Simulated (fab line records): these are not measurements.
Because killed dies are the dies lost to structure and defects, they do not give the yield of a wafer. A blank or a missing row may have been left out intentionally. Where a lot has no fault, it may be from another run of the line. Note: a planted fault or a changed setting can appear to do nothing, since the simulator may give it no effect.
Which of the tools did it? + flow gf180mcu + 17 wafers from 6 lots sampled at 3 of the route's 602 steps

## WHAT THE GAUGES READ, wafer by wafer
GF_LVPWELL_OVL_MEAS_07.
| lot  | measured    | on         | LVPWELL_OVL (nm) |
|------|-------------|------------|------------------|
| L450 | day 4 17:44 | overlay-01 | 1.3 2.8 0.2      |
| L452 | day 5 05:51 | overlay-01 | -1.3 -0.6 -1.1   |
| L454 | day 5 17:35 | overlay-01 | 0.4 1.8 0.8      |
| L456 | day 6 04:23 | overlay-02 | 2.1 2.3 2.2      |
| L465 | day 8 07:04 | overlay-01 | -0.3 1.1 -1.5    |
| L468 | day 8 23:50 | overlay-01 | 1.7 2.0          |

## WHICH TOOL RAN EACH LOT (tool, then ch and the chambers of the sampled wafers, then the start)
| lot  | GF_STI_ETCH_14                  | GF_LVPWELL_EXPOSE_04               |
|------|---------------------------------|------------------------------------|
| L450 | rie si-02 ch 0,1,3, day 2 22:11 | iline stepper-02 ch 0, day 4 11:22 |
| L452 | rie si-02 ch 0,1, day 3 08:32   | iline stepper-02 ch 0, day 4 22:29 |
| L454 | rie si-02 ch 2,3, day 3 18:14   | iline stepper-01 ch 0, day 5 10:31 |
| L456 | rie si-01 ch 0,1,2, day 4 05:07 | iline stepper-02 ch 0, day 5 21:20 |
| L465 | rie si-01 ch 0,1,2, day 6 04:08 | iline stepper-02 ch 0, day 7 23:47 |
| L468 | rie si-01 ch 2,3, day 6 19:21   | iline stepper-01 ch 0, day 8 16:49 |
- GF_STI_ETCH_14: etches Si in HBr/Cl2/O2, target depth 360 nm, time 102.9 s.
- GF_LVPWELL_EXPOSE_04: exposes mask LVPWELL, target cd 600 nm.

## THE ANSWER, worked out from the rows above alone
Rule: the lots themselves supply what counts as usual. Put in order of their means at a reading, lots are off if they are a third of the lots or fewer, leave a main group of 4 or more, and stand apart from it by a gap of 3 or more times the standard deviation of the main group's means; of several such gaps the widest counts. A main group is skipped when, at the precision printed for the reading in the tables above, its means are all equal. A lot without any number at a reading at which 4 lots or more have one is off too. The other lots that the step has rows for count as sound.
Across all readings shown, no lot is off: no conclusion can be drawn from this.

## WHAT HAD BEEN PUT IN BY THE SIMULATOR
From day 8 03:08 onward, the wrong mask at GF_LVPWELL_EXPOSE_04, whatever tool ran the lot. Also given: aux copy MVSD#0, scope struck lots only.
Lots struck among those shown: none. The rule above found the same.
